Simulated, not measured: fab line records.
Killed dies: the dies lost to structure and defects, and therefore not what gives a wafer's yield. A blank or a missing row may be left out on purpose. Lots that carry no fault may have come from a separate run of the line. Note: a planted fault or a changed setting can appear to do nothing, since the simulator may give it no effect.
The tool behind it: which one? :: flow gf180mcu :: 42 wafers from 14 lots sampled at 3 of the route's 602 steps

WHAT THE GAUGES READ, wafer by wafer
GF_M5_CD_MEAS_07 targets a cd of 280 nm. Usual: 280.1 nm for cdNm, sd 1.3.
lot: L329
measured: day 26 10:11
on: cdSem-01
cdNm (nm): 279.7 279.8 280.0
flag: 

lot: L330
measured: day 26 12:43
on: cdSem-01
cdNm (nm): 279.3 279.6 279.1
flag: 

lot: L331
measured: day 26 19:50
on: cdSem-02
cdNm (nm): 280.8 280.8 281.1
flag: 

lot: L332
measured: day 27 05:31
on: cdSem-01
cdNm (nm): 279.6 279.1 279.1
flag: 

lot: L338
measured: day 29 02:46
on: cdSem-02
cdNm (nm): 280.2 279.4 280.5
flag: 

lot: L341
measured: day 30 00:08
on: cdSem-01
cdNm (nm): 280.8 280.3 280.6
flag: 

lot: L342
measured: day 30 02:20
on: cdSem-02
cdNm (nm): 281.8 279.5 280.7
flag: 

lot: L343
measured: day 30 11:20
on: cdSem-02
cdNm (nm): 279.2 279.0 277.6
flag: 

lot: L344
measured: day 30 18:11
on: cdSem-02
cdNm (nm): 280.1 279.6 281.5
flag: 

lot: L346
measured: day 31 04:06
on: cdSem-01
cdNm (nm): 280.0 280.1 279.7
flag: 

lot: L347
measured: day 31 13:42
on: cdSem-02
cdNm (nm): 281.1 279.7 281.2
flag: 

lot: L348
measured: day 31 21:18
on: cdSem-01
cdNm (nm): 281.9 283.3 282.7
flag: 

lot: L351
measured: day 32 11:40
on: cdSem-01
cdNm (nm): 279.0 279.8 280.6
flag: 

lot: L352
measured: day 33 01:02
on: cdSem-02
cdNm (nm): 278.3 279.6 279.4
flag: 

GF_M5_OVL_MEAS_08. Usual: M5_OVL gives 4 nm (standard deviation 5.3).
lot: L329
measured: day 26 10:18
on: overlay-02
M5_OVL (nm): 4 -6 -6
flag: 

lot: L330
measured: day 26 12:49
on: overlay-02
M5_OVL (nm): 9 16 2
flag: 

lot: L331
measured: day 26 19:57
on: overlay-01
M5_OVL (nm): -3 4 7
flag: 

lot: L332
measured: day 27 05:38
on: overlay-02
M5_OVL (nm): 1 11 4
flag: 

lot: L338
measured: day 29 02:53
on: overlay-02
M5_OVL (nm): 2 0 -1
flag: 

lot: L341
measured: day 30 00:16
on: overlay-02
M5_OVL (nm): 3 -3 3
flag: 

lot: L342
measured: day 30 02:27
on: overlay-02
M5_OVL (nm): -6 -3 -6
flag: 

lot: L343
measured: day 30 11:27
on: overlay-02
M5_OVL (nm): 0 6 5
flag: 

lot: L344
measured: day 30 18:19
on: overlay-01
M5_OVL (nm): -3 5 2
flag: 

lot: L346
measured: day 31 04:13
on: overlay-01
M5_OVL (nm): 9 1 6
flag: 

lot: L347
measured: day 31 13:49
on: overlay-01
M5_OVL (nm): 7 10 9
flag: 

lot: L348
measured: day 31 21:23
on: overlay-01
M5_OVL (nm): 10 12 8
flag: 

lot: L351
measured: day 32 11:46
on: overlay-01
M5_OVL (nm): 6 8 3
flag: 

lot: L352
measured: day 33 01:10
on: overlay-02
M5_OVL (nm): 5 5 6
flag: 

TOOL THAT RAN EACH LOT (tool first, then ch and the chambers of the sampled wafers, then the start)
lot: L329
GF_DNWELL_STRIP_08: plasmaAsher-04 ch 0,1, day 2 18:48

lot: L330
GF_DNWELL_STRIP_08: plasmaAsher-01 ch 0,1, day 2 23:44

lot: L331
GF_DNWELL_STRIP_08: plasmaAsher-04 ch 0,1, day 3 05:23

lot: L332
GF_DNWELL_STRIP_08: plasmaAsher-01 ch 0,1, day 3 10:38

lot: L338
GF_DNWELL_STRIP_08: plasmaAsher-04 ch 0,1, day 4 19:35

lot: L341
GF_DNWELL_STRIP_08: plasmaAsher-04 ch 1, day 5 10:35

lot: L342
GF_DNWELL_STRIP_08: plasmaAsher-04 ch 0,1, day 5 16:09

lot: L343
GF_DNWELL_STRIP_08: plasmaAsher-01 ch 0,1, day 5 21:14

lot: L344
GF_DNWELL_STRIP_08: plasmaAsher-01 ch 0,1, day 6 02:26

lot: L346
GF_DNWELL_STRIP_08: plasmaAsher-01 ch 0,1, day 6 12:50

lot: L347
GF_DNWELL_STRIP_08: plasmaAsher-01 ch 0,1, day 6 18:53

lot: L348
GF_DNWELL_STRIP_08: plasmaAsher-01 ch 0,1, day 6 23:37

lot: L351
GF_DNWELL_STRIP_08: plasmaAsher-01 ch 0,1, day 7 16:17

lot: L352
GF_DNWELL_STRIP_08: plasmaAsher-03 ch 0,1, day 7 22:30
- GF_DNWELL_STRIP_08: strips in O2/N2.

WHAT THE TOOLS THEMSELVES READ (means of the sampled wafers that have a number; where no wafer has one, the mark that the record gives instead)
GF_DNWELL_STRIP_08. Usual: drypumpMotorCurrentA 5.6 A, standard deviation 0.49; heaterPowerW 311 W, standard deviation 29; oesProductAu 0.723 a.u., standard deviation 0.0048; stripTimeToEndpointS 36.99 s, standard deviation 0.1.
lot: L329
tool: plasmaAsher-04
drypumpMotorCurrentA (A): 5.6
heaterPowerW (W): 289
oesProductAu (a.u.): 0.724
stripTimeToEndpointS (s): 37.11
flag: 

lot: L330
tool: plasmaAsher-01
drypumpMotorCurrentA (A): 5.6
heaterPowerW (W): 340
oesProductAu (a.u.): 0.724
stripTimeToEndpointS (s): 37.11
flag: 

lot: L331
tool: plasmaAsher-04
drypumpMotorCurrentA (A): 5.2
heaterPowerW (W): 292
oesProductAu (a.u.): 0.722
stripTimeToEndpointS (s): 37.03
flag: 

lot: L332
tool: plasmaAsher-01
drypumpMotorCurrentA (A): 5.6
heaterPowerW (W): 341
oesProductAu (a.u.): 0.724
stripTimeToEndpointS (s): 36.96
flag: 

lot: L338
tool: plasmaAsher-04
drypumpMotorCurrentA (A): 5.2
heaterPowerW (W): 292
oesProductAu (a.u.): 0.729
stripTimeToEndpointS (s): 36.92
flag: 

lot: L341
tool: plasmaAsher-04
drypumpMotorCurrentA (A): 6.1
heaterPowerW (W): 283
oesProductAu (a.u.): 0.724
stripTimeToEndpointS (s): 37.12
flag: 

lot: L342
tool: plasmaAsher-04
drypumpMotorCurrentA (A): 5.2
heaterPowerW (W): 293
oesProductAu (a.u.): 0.725
stripTimeToEndpointS (s): 36.99
flag: 

lot: L343
tool: plasmaAsher-01
drypumpMotorCurrentA (A): 5.6
heaterPowerW (W): 340
oesProductAu (a.u.): 0.726
stripTimeToEndpointS (s): 37.01
flag: 

lot: L344
tool: plasmaAsher-01
drypumpMotorCurrentA (A): 5.7
heaterPowerW (W): 330
oesProductAu (a.u.): 0.724
stripTimeToEndpointS (s): 37.06
flag: 

lot: L346
tool: plasmaAsher-01
drypumpMotorCurrentA (A): 5.6
heaterPowerW (W): 338
oesProductAu (a.u.): 0.727
stripTimeToEndpointS (s): 37.01
flag: 

lot: L347
tool: plasmaAsher-01
drypumpMotorCurrentA (A): 5.6
heaterPowerW (W): 342
oesProductAu (a.u.): 0.719
stripTimeToEndpointS (s): 36.85
flag: 

lot: L348
tool: plasmaAsher-01
drypumpMotorCurrentA (A): 5.6
heaterPowerW (W): 338
oesProductAu (a.u.): 0.724
stripTimeToEndpointS (s): 36.99
flag: 

lot: L351
tool: plasmaAsher-01
drypumpMotorCurrentA (A): 5.6
heaterPowerW (W): 342
oesProductAu (a.u.): 0.726
stripTimeToEndpointS (s): 36.87
flag: 

lot: L352
tool: plasmaAsher-03
drypumpMotorCurrentA (A): 6.1
heaterPowerW (W): 292
oesProductAu (a.u.): 0.723
stripTimeToEndpointS (s): 36.96
flag: 

THE ANSWER, worked out from the rows above alone
Rule: lot off if the mean of its wafers having a number is beyond 3 standard deviations from the usual mean. A lot without any number at a reading at which 4 lots or more have one is off too. Where the step has rows for the other lots, those lots are counted as sound. First the gauges in route order, then the tools' own readings, where a lot's mean is used as printed above. At the first step where some lot is off, the reading lying furthest off is the one used; lots without a number count as furthest.
No lot is off at any reading shown: from this, nothing can be told.

WHAT WAS PUT IN BY THE SIMULATOR
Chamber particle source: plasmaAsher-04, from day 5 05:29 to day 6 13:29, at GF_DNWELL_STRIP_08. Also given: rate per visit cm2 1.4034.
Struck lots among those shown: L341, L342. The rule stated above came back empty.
